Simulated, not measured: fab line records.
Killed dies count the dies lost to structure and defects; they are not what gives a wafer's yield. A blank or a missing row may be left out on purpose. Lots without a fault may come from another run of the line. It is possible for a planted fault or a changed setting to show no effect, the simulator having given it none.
Check for tools in common | flow sky130 | 10 lots and 30 wafers in the sample

REASON FOR OPENING
Of 10 lots, 1 have the reading SPACER_CVD_00_THK flagged at SKY_SPACER_THK_MEAS_01. Wafers without a fault read 42.9 nm, standard deviation 0.38.
Rule: a lot is flagged when every wafer of it that has a number lies more than 4 standard deviations from that mean, or none has a number. The other lots count as sound.

lot  | measured     | on           | SPACER_CVD_00_THK (nm), wafer by wafer | flag
L970 | day 22 20:29 | filmMetro-03 | 43.0 42.7 42.8                         | 
L973 | day 24 08:57 | filmMetro-02 | 43.0 43.1 42.7                         | 
L977 | day 25 19:46 | filmMetro-02 | 43.2 43.2 42.9                         | 
L979 | day 26 07:01 | filmMetro-01 | 39.9 40.3 39.7                         | FLAGGED
L988 | day 29 08:11 | filmMetro-03 | 42.6 42.7 42.6                         | 
L989 | day 29 18:47 | filmMetro-03 | 42.9 43.1 43.2                         | 
L990 | day 30 00:21 | filmMetro-02 | 43.0 43.3 43.4                         | 
L991 | day 30 07:18 | filmMetro-02 | 42.5 42.7 43.0                         | 
L992 | day 30 15:22 | filmMetro-03 | 42.6 42.4 42.6                         | 
L993 | day 30 20:56 | filmMetro-01 | 42.8 42.5 42.6                         | 
The numbers of the flagged lots are 40.0 nm on average: -2.9 nm against the usual, or -8 standard deviations.

LOT BY LOT: THE TOOL USED
The record holds 1 process step before the reading, out of a route of 708 steps. Cell contents, in order: the tool; ch with the chambers the sampled wafers went through; the start.
lot  | flag    | SKY_SPACER_CVD_00
L970 |         | lpcvd-02 ch 1, day 22 18:41
L973 |         | lpcvd-02 ch 1, day 24 07:44
L977 |         | lpcvd-02 ch 1, day 25 18:34
L979 | FLAGGED | lpcvd-02 ch 0, day 26 05:47
L988 |         | lpcvd-02 ch 0, day 29 06:22
L989 |         | lpcvd-02 ch 1, day 29 17:34
L990 |         | lpcvd-02 ch 1, day 29 23:09
L991 |         | lpcvd-02 ch 0, day 30 06:05
L992 |         | lpcvd-02 ch 1, day 30 14:08
L993 |         | lpcvd-02 ch 0, day 30 19:44
What the steps here do:
- SKY_SPACER_CVD_00: deposits Si3N4 from DCS/NH3, target thk 43.1 nm, time 740 s.
- SKY_SPACER_THK_MEAS_01

FLAGGED AGAINST TOTAL, ONE TOOL AT A TIME (gauges that did the reading follow at the end)
step                   | tool         | lots run | flagged | share of the flagged lots | sound lots run after its first flagged lot
SKY_SPACER_CVD_00      | lpcvd-02     | 10       | 1       | all                       | 6 (L988,L989,L990,L991,L992,L993)
SKY_SPACER_THK_MEAS_01 | filmMetro-01 | 2        | 1       | all                       | 1 (L993)
SKY_SPACER_THK_MEAS_01 | filmMetro-02 | 4        | 0       | none                      | -
SKY_SPACER_THK_MEAS_01 | filmMetro-03 | 4        | 0       | none                      | -

WHAT THE TABLE PERMITS
2 rows of the table ran every flagged lot: lpcvd-02 at SKY_SPACER_CVD_00, filmMetro-01 at SKY_SPACER_THK_MEAS_01.
- lpcvd-02 at SKY_SPACER_CVD_00: 1 of its 10 lots flagged. After the first flagged lot (L988, L989, L990, L991, L992, L993), sound lots still ran on it; a lasting fault on the whole tool would not permit that. Its own readings lie more than 4 standard deviations out on every wafer of the flagged lots: susceptorTempC.
- filmMetro-01 at SKY_SPACER_THK_MEAS_01: 1 of its 2 lots flagged. After the first flagged lot (L993), sound lots still ran on it; a lasting fault on the whole tool would not permit that.
None of the table's rows ran every flagged lot and, after the first, no sound lot.

WHAT THE SIMULATOR HAD PUT IN
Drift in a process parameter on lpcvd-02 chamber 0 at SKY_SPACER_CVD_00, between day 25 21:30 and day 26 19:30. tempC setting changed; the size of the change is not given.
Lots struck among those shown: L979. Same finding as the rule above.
